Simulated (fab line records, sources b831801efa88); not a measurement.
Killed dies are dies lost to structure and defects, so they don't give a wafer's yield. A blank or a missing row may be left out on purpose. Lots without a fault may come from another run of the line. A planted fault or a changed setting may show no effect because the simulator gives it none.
Chamber matching | flow gf180mcu | GF_V2_CMP_26 on cmp-01: 4 sister chambers
The step polishes, stops on SiO2, t overpolish 15 s, target thk 0 nm. 20 wafers are shown with their chamber, then 10 later ones without.

WAFERS WITH THEIR CHAMBER
wafer  | chamber | motor_current_A (A) | time_to_endpoint_s (s) | overpolish_run_s (s)
L459.2 | 3       | 11.8                | 87                     | 14.999
L459.3 | 0       | 11.4                | 78                     | 14.980
L459.6 | 3       | 11.3                | 85                     | 15.012
L460.1 | 1       | 10.0                | 89                     | 15.009
L460.3 | 0       | 12.3                | 83                     | 15.007
L460.4 | 3       | 10.7                | 92                     | 15.002
L461.1 | 3       | 11.5                | 89                     | 15.002
L461.3 | 2       | 9.8                 | 87                     | 15.008
L461.5 | 2       | 10.2                | 84                     | 14.989
L464.1 | 2       | 9.8                 | 91                     | 14.979
L464.3 | 0       | 11.4                | 86                     | 15.004
L464.4 | 1       | 9.7                 | 89                     | 15.005
L465.3 | 2       | 10.0                | 92                     | 14.996
L465.4 | 3       | 11.1                | 96                     | 14.989
L465.6 | 3       | 11.5                | 95                     | 14.997
L466.2 | 3       | 11.6                | 91                     | 14.992
L466.3 | 0       | 11.6                | 85                     | 15.011
L466.6 | 3       | 11.3                | 88                     | 15.007
L474.4 | 2       | 9.7                 | 84                     | 14.996
L474.5 | 3       | 11.7                | 88                     | 15.008

SIGNATURES (means of the wafers above)
reading            | chamber 0 | chamber 1 | chamber 2 | chamber 3 | scatter within a chamber
motor_current_A    | 11.675    | 9.850     | 9.900     | 11.389    | 0.322
time_to_endpoint_s | 83.00     | 89.00     | 87.60     | 90.11     | 3.57
overpolish_run_s   | 15.00050  | 15.00700  | 14.99360  | 15.00089  | 0.00968
Rule: a wafer's distance from a chamber is the root of the sum, over the readings, of the square of ((its reading less the chamber's mean) divided by the reading's scatter). The wafer belongs to the nearest chamber; if the next one is less than 2 further off, it can't be placed. The scatter: the root of (the sum of the squares of (reading less its chamber's mean) over the shown wafers, divided by (wafers less chambers)).

WAFERS WITHOUT THEIR CHAMBER
wafer  | motor_current_A (A) | time_to_endpoint_s (s) | overpolish_run_s (s)
L474.6 | 12.6                | 82                     | 15.005
L476.1 | 9.9                 | 84                     | 15.003
L476.3 | 11.8                | 80                     | 14.995
L476.5 | 12.0                | 80                     | 15.003
L478.1 | 11.5                | 96                     | 14.988
L478.2 | 12.7                | 86                     | 14.999
L478.3 | 9.7                 | 94                     | 14.994
L480.2 | 10.1                | 91                     | 15.012
L480.3 | 11.5                | 95                     | 14.996
L480.5 | 12.2                | 84                     | 15.009

WHICH CHAMBER EACH WENT THROUGH
wafer  | from the rows above     | in truth
L474.6 | can't be placed: 0 or 3 | 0
L476.1 | can't be placed: 2 or 1 | 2
L476.3 | 0                       | 0
L476.5 | 0                       | 0
L478.1 | can't be placed: 3 or 0 | 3
L478.2 | can't be placed: 0 or 3 | 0
L478.3 | can't be placed: 2 or 1 | 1
L480.2 | can't be placed: 1 or 2 | 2
L480.3 | can't be placed: 3 or 0 | 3
L480.5 | can't be placed: 0 or 3 | 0
Placed correctly: 2 of 10. Can't be placed from these rows: 8 (the true chamber is among the candidates in 8). Placed wrongly: 0.
